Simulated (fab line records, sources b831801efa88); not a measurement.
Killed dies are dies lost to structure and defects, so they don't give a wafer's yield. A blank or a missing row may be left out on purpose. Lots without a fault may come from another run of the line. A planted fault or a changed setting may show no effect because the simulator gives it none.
One fault seen from 2 desks | flow gf180mcu | each desk has only its own numbers; what lay behind them comes last

THE METROLOGY DESK
What the gauges read, lot by lot, whatever tool the lot ran on: means of the sampled wafers that have a number. A lot is out of limits, marked OUT, if its mean lies more than 4 standard deviations from the usual mean; the brackets give that distance.
Columns: A = M3_OVL at GF_M3_OVL_MEAS_15, usual -1 nm
lot  | first seen here | A
L259 | day 22 05:17    | -3
L260 | day 22 14:29    | 3
L261 | day 23 00:29    | 7
L262 | day 23 02:31    | 0
L264 | day 24 00:58    | -2
L266 | day 24 13:41    | 2
L267 | day 24 21:32    | -5
L272 | day 26 13:58    | 2
L275 | day 27 14:19    | -1
L276 | day 28 00:10    | -0
L277 | day 28 03:19    | -1
L278 | day 28 05:07    | 1
L279 | day 28 09:43    | -4
This desk's finding: nothing out of limits on any of the 13 lots.

THE TOOL OWNER'S DESK: pvd_sputter-04
The tool's own readings at GF_M4_SPUTTER_03 (material Ti, target thk 10 nm, time 6.7 s): means of the sampled wafers that have a number, for each lot that ran on this tool. A lot is out of limits, marked OUT, if its mean lies more than 4 standard deviations from the usual mean; the brackets give that distance.
Columns: A = cathode_dc_power_W at GF_M4_SPUTTER_03, usual 2999.9 W; B = substrate_temp_c at GF_M4_SPUTTER_03, usual 299.99 C; C = throttle_valve_pct at GF_M4_SPUTTER_03, usual 30.1 %
lot  | first seen here | A                        | B      | C
L259 | day 23 06:52    | 3000.3                   | 299.99 | 29.0
L266 | day 25 14:22    | 3000.1                   | 300.01 | 29.9
L275 | day 28 13:42    | 3095.1 (+99 or more) OUT | 300.09 | 30.1
This desk's finding: out of limits on L275; first on L275, day 28 13:42 (cathode_dc_power_W at GF_M4_SPUTTER_03). In limits: L259, L266.

PUT TOGETHER
The tool owner's desk could have raised an alarm at day 28 13:42, on L275.
The metrology desk saw nothing out of limits.
The metrology desk has L275 on record, within its limits.
Of the lots named, all ran GF_M4_SPUTTER_03 on pvd_sputter-04.

WHAT THE SIMULATOR HAD PUT IN
Process parameter drift: pvd_sputter-04, from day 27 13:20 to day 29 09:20, at GF_M4_SPUTTER_03. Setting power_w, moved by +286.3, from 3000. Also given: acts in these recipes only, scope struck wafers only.
Lots struck among those shown: L275.
Hours from the fault's start to each desk's first reading out of limits: the tool owner's desk, 24.
